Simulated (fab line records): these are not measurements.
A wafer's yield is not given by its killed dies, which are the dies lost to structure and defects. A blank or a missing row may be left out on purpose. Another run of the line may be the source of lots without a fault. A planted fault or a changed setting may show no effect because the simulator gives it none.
Which tool did it? || flow sky130 || 15 lots with 45 wafers sampled at 2 steps, on a route of 708 steps

WHAT THE GAUGES READ, wafer by wafer
SKY_LDD_LDN_TW_MEAS_13. Usual: LDD_LDN_TW gives 1469 (standard deviation 11).
{"lot": "L320", "measured": "day 23 04:13", "on": "film-metro-01", "LDD_LDN_TW": "1487 1487 1483", "flag": ""}
{"lot": "L321", "measured": "day 23 16:16", "on": "film-metro-04", "LDD_LDN_TW": "1462 1463 1463", "flag": ""}
{"lot": "L323", "measured": "day 24 01:34", "on": "film-metro-02", "LDD_LDN_TW": "1553 1557 1551 1551 1558 1552", "flag": "OFF"}
{"lot": "L328", "measured": "day 25 20:59", "on": "film-metro-01", "LDD_LDN_TW": "1585 1576 1580 1572 1581 1576", "flag": "OFF"}
{"lot": "L329", "measured": "day 26 04:58", "on": "film-metro-01", "LDD_LDN_TW": "1480 1483 1484", "flag": ""}
{"lot": "L330", "measured": "day 26 14:56", "on": "film-metro-04", "LDD_LDN_TW": "1566 1570 1559 1556 1571 1562", "flag": "OFF"}
{"lot": "L333", "measured": "day 27 14:12", "on": "film-metro-01", "LDD_LDN_TW": "1478 1476 1472", "flag": ""}
{"lot": "L334", "measured": "day 27 19:13", "on": "film-metro-02", "LDD_LDN_TW": "1465 1468 1464", "flag": ""}
{"lot": "L335", "measured": "day 28 04:37", "on": "film-metro-01", "LDD_LDN_TW": "1482 1488 1479", "flag": ""}
{"lot": "L336", "measured": "day 28 18:04", "on": "film-metro-02", "LDD_LDN_TW": "1467 1465 1466", "flag": ""}
{"lot": "L338", "measured": "day 29 10:19", "on": "film-metro-01", "LDD_LDN_TW": "1480 1476 1478", "flag": ""}
{"lot": "L340", "measured": "day 29 18:35", "on": "film-metro-02", "LDD_LDN_TW": "1466 1460 1463", "flag": ""}
{"lot": "L341", "measured": "day 30 00:37", "on": "film-metro-01", "LDD_LDN_TW": "1484 1485 1484", "flag": ""}
{"lot": "L342", "measured": "day 30 17:47", "on": "film-metro-04", "LDD_LDN_TW": "1462 1468 1469", "flag": ""}
{"lot": "L343", "measured": "day 30 20:43", "on": "film-metro-02", "LDD_LDN_TW": "1459 1455 1448", "flag": ""}

WHAT TOOL EACH LOT RAN ON (gives the tool, then ch and the chambers of the sampled wafers, and finally the start)
{"lot": "L320", "SKY_LDD_LDN_IMPLANT_09": "implanter-02 ch 0, day 23 03:40"}
{"lot": "L321", "SKY_LDD_LDN_IMPLANT_09": "implanter-03 ch 0, day 23 15:44"}
{"lot": "L323", "SKY_LDD_LDN_IMPLANT_09": "implanter-03 ch 0, day 24 00:29"}
{"lot": "L328", "SKY_LDD_LDN_IMPLANT_09": "implanter-02 ch 0, day 25 19:26"}
{"lot": "L329", "SKY_LDD_LDN_IMPLANT_09": "implanter-01 ch 0, day 26 04:25"}
{"lot": "L330", "SKY_LDD_LDN_IMPLANT_09": "implanter-03 ch 0, day 26 14:04"}
{"lot": "L333", "SKY_LDD_LDN_IMPLANT_09": "implanter-02 ch 0, day 27 13:40"}
{"lot": "L334", "SKY_LDD_LDN_IMPLANT_09": "implanter-03 ch 0, day 27 18:40"}
{"lot": "L335", "SKY_LDD_LDN_IMPLANT_09": "implanter-03 ch 0, day 28 04:05"}
{"lot": "L336", "SKY_LDD_LDN_IMPLANT_09": "implanter-02 ch 0, day 28 17:32"}
{"lot": "L338", "SKY_LDD_LDN_IMPLANT_09": "implanter-03 ch 0, day 29 09:47"}
{"lot": "L340", "SKY_LDD_LDN_IMPLANT_09": "implanter-01 ch 0, day 29 18:03"}
{"lot": "L341", "SKY_LDD_LDN_IMPLANT_09": "implanter-02 ch 0, day 30 00:05"}
{"lot": "L342", "SKY_LDD_LDN_IMPLANT_09": "implanter-03 ch 0, day 30 17:17"}
{"lot": "L343", "SKY_LDD_LDN_IMPLANT_09": "implanter-01 ch 0, day 30 20:10"}
- SKY_LDD_LDN_IMPLANT_09

AS READ BY THE TOOLS THEMSELVES (means over the sampled wafers that have a number; for cases with no such wafer, the mark the record gives instead)
The record holds no such reading with a usual standard deviation.

THE ANSWER, worked out from the rows above alone
Rule: a lot counts as off when the mean over its wafers that have a number is more than 3 standard deviations away from the usual mean. Also off: a lot with no number at a reading for which 4 or more lots have one. The other lots that the step has rows for count as sound. After the gauges, taken in route order, come the tools' own readings; for these a lot's mean is taken, as printed above. The first step at which some lot is off is used, and at that step the reading that is off furthest; a lot without a number counts as furthest.
Off: at SKY_LDD_LDN_TW_MEAS_13 (LDD_LDN_TW), L323, L328, L330.
If a tool, at a process step before that reading, ran all the lots that are off and no sound lot after the first of them, it fits. Gauges at SKY_LDD_LDN_TW_MEAS_13: tried the same way as those tools. No candidate that was tried fits.

WHAT WAS PUT IN BY THE SIMULATOR
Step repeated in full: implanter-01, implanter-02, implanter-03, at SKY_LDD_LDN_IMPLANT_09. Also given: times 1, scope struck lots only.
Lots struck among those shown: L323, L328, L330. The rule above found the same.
